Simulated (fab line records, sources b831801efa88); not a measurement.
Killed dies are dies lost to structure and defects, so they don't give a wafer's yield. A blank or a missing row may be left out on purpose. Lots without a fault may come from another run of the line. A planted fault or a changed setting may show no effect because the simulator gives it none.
A struck lot beside a sound one | flow sfq_line | 14 steps out of a route of 325
Sound: wafers L996.2, L996.5, L996.6. Struck: wafers L995.1, L995.2, L995.4. The cause comes at the end.
At each step with rows: each side's tool, then ch and its chambers, then its first start. Under that, the readings that differ: sound wafers | struck wafers | difference of the means | sigmas: that difference in standard deviations of wafers without a fault.
alike: readings whose means differ by less than 2 such deviations, and words and numbers that are the same on both sides. not compared: withheld readings, readings that some wafer has no value for, bounds like >300 that may hide the same value, and numbers for which the record gives no deviation and whose values overlap.
The two part at a step that has a row with sigmas, a row that says differs or no value, or rows on one side only. Numbers that don't overlap but have no deviation are shown without sigmas and don't part them. A reading that every wafer of one side lacks parts them only if that side has two wafers or more.

first, 2 steps without rows for these wafers: SFQ_TRILAYER_L0_LITHO_PEB_008 (peb time 60 s); SFQ_TRILAYER_L0_LITHO_DEVELOP_007 (time 60 s).
SFQ_TRILAYER_L0_BARC_OPEN_METAL_ETCH_010: etches BARC in O2, target depth 125 nm, time 40.12 s.
  sound on rie_metal-04 ch 0,1, day 7 18:29; struck on rie_metal-01 ch 0,1, day 7 11:17
  alike: drypump_motor_current_A, oes_product_au
  not compared: rf_hours_counter_h
SFQ_TRILAYER_L0_ETCH_METAL_ETCH_008: etches MoNx KI in SF6/O2, stops on SiO2, target depth 50 nm, time 25 s.
  sound on rie_metal-04 ch 0,1, day 7 18:33; struck on rie_metal-01 ch 0,1, day 7 11:21
  alike: drypump_motor_current_A, oes_product_au
  not compared: rf_hours_counter_h
SFQ_TRILAYER_L0_STRIP_STRIP_009: strips in O2.
  sound on rie_metal-04 ch 0,1, day 7 18:35; struck on rie_metal-01 ch 0,1, day 7 11:23
  reading               | sound             | struck            | difference | sigmas
  oes_product_au (a.u.) | 1.014 1.001 1.013 | 0.996 0.987 0.979 | -0.022     | -2
  alike: drypump_motor_current_A
  not compared: rf_hours_counter_h
then, 1 step without rows for these wafers: SFQ_TRILAYER_L0_STRIP_SOLV_CLEAN_010 (cleans in NMP, time 600 s).
SFQ_TRILAYER_L0_CAP_PECVD_011: deposits SiO2 from SiH4/N2O, time 13.333 s, target thk 60 nm.
  sound on pecvd-01 ch 0,1, day 7 19:22; struck on pecvd-04 ch 0,1, day 7 12:11
  reading            | sound    | struck   | difference | sigmas
  heater_power_w (W) | 94 96 95 | 76 67 67 | -25        | -3
  alike: throttle_valve_pct
then, 5 steps without rows for these wafers: SFQ_TRILAYER_L0_VIA_LITHO_COAT_018 (resist thk 62 nm); SFQ_TRILAYER_L0_VIA_LITHO_COAT_013 (resist thk 650 nm); SFQ_TRILAYER_L0_VIA_LITHO_SOFTBAKE_017; SFQ_TRILAYER_L0_VIA_LITHO_EXPOSE_014 (exposes mask L0V, target cd 700 nm); SFQ_TRILAYER_L0_VIA_LITHO_PEB_016 (peb time 60 s).
-- the record jumps here: 4 days lie between the struck wafers' starts before and after --
SFQ_TRILAYER_L0_VIA_LITHO_DEVELOP_015: time 60 s.
  sound on litho_track-02 ch 0, day 12 04:50; struck on litho_track-02, day 11 17:53
  no value came back on the struck wafers for chill_plate_temp_C (C), exhaust_pa (Pa); on the sound wafers chill_plate_temp_C (C) reads 22.68 22.79 22.87
  reading                                                 | sound             | struck            | difference | sigmas
  model.KrF_of_TRILAYER_L0_VIA_LITHO_COAT_013.thk_nm (nm) | 620.2 622.9 623.6 | 650.1 649.6 651.1 | +28.0      |
SFQ_L0V_OVL_MEAS_903:
  sound on overlay-01, day 12 04:58; struck on overlay-02, day 11 18:02
  reading      | sound | struck | difference                    | sigmas
  L0V_OVL (nm) | 9 1 0 | - - -  | no value on the struck wafers |

WHERE THEY PART
First at SFQ_TRILAYER_L0_STRIP_STRIP_009; last, within this record, at SFQ_L0V_OVL_MEAS_903.

WHY: what the simulator had put in
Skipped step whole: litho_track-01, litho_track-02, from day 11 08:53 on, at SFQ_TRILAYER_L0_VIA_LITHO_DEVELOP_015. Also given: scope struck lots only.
